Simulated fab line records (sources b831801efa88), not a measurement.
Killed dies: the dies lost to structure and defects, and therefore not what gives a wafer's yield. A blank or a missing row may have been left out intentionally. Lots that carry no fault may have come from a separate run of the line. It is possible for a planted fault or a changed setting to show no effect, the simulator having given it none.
One fault through the eyes of 2 desks :: flow gf180mcu :: each desk holds nothing but its own numbers, with what lay behind them at the end

METROLOGY DESK
What the gauges read for every lot (on any tool): the sampled wafers with a number, averaged. Marked OUT: a lot whose mean sits more than 4 standard deviations from the usual mean, which makes it out of limits; the brackets give that distance.
Columns: A = PSD_OVL at GF_PSD_OVL_MEAS_08, usual 0.8 nm; B = PSD_TW at GF_PSD_TW_MEAS_11, usual 3165; C = SAB_CVD_00_THK at GF_SAB_THK_MEAS_01, usual 50.0 nm
lot: L869
first seen here: day 14 16:17
A: 1.2
B: 3187
C: 49.9

lot: L871
first seen here: day 15 01:41
A: 1.7
B: 3138
C: 49.8

lot: L872
first seen here: day 15 16:29
A: 0.4
B: 3193
C: 49.8

lot: L873
first seen here: day 15 22:53
A: 0.3
B: 3152
C: 50.5

lot: L875
first seen here: day 16 14:13
A: 0.9
B: 3178
C: 49.3

lot: L876
first seen here: day 17 07:25
A: 1.2
B: 3166
C: 50.2

lot: L880
first seen here: day 18 15:37
A: 0.5
B: 3182
C: 49.3

lot: L883
first seen here: day 19 19:44
A: 2.0
B: 3146
C: 50.1

lot: L884
first seen here: day 20 14:16
A: 0.2
B: 3160
C: 49.3

lot: L886
first seen here: day 21 01:11
A: -0.2
B: 3163
C: 50.1

lot: L887
first seen here: day 21 08:07
A: 1.0
B: 3192
C: 49.8

lot: L889
first seen here: day 21 12:31
A: 0.4
B: 3198
C: 49.4

lot: L888
first seen here: day 21 16:31
A: 0.8
B: 3168
C: 50.1

lot: L890
first seen here: day 22 03:49
A: -0.3
B: 3167
C: 50.0
Result from this desk: across the 14 lots, nothing is out of limits.

AT THE TOOL OWNER'S DESK: implanter-03
The tool's own readings at GF_HV_LDD_IMPLANT_35, given as means over the sampled wafers that have a number, one for each lot that went through this tool. Marked OUT: a lot whose mean sits more than 4 standard deviations from the usual mean, which makes it out of limits; the brackets give that distance.
Columns: A = dose ions cm2 at GF_HV_LDD_IMPLANT_35, usual 7.498e+12; B = rotation deg at GF_HV_LDD_IMPLANT_35, usual 180.00 degrees
lot: L876
first seen here: day 14 08:32
A: 7.503e+12
B: 180.01

lot: L880
first seen here: day 15 15:49
A: 7.496e+12
B: 180.02

lot: L883
first seen here: day 16 16:47
A: 7.497e+12
B: 258.00 (+99 or more) OUT

lot: L884
first seen here: day 17 07:54
A: 7.507e+12
B: 258.01 (+99 or more) OUT
Finding of this desk: L883, L884 out of limits; the first was L883 at day 16 16:47, on rotation deg at GF_HV_LDD_IMPLANT_35. Within limits: L876, L880.

BROUGHT TOGETHER
On L883, L884, at day 16 16:47, an alarm was possible from the tool owner's desk.
Nothing out of limits was seen by the metrology desk.
The metrology desk holds a record of L883, L884, inside its limits.
The lots listed all ran GF_HV_LDD_IMPLANT_35 on implanter-03.

WHAT THE SIMULATOR HAD INSERTED
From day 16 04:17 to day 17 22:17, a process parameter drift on implanter-03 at GF_HV_LDD_IMPLANT_35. The setting rotation deg was moved by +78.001, starting from 180. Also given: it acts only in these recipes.
Lots struck among those shown: L883, L884.
Time in hours from fault onset to the first out-of-limits reading at each desk: the tool owner's desk, 12.
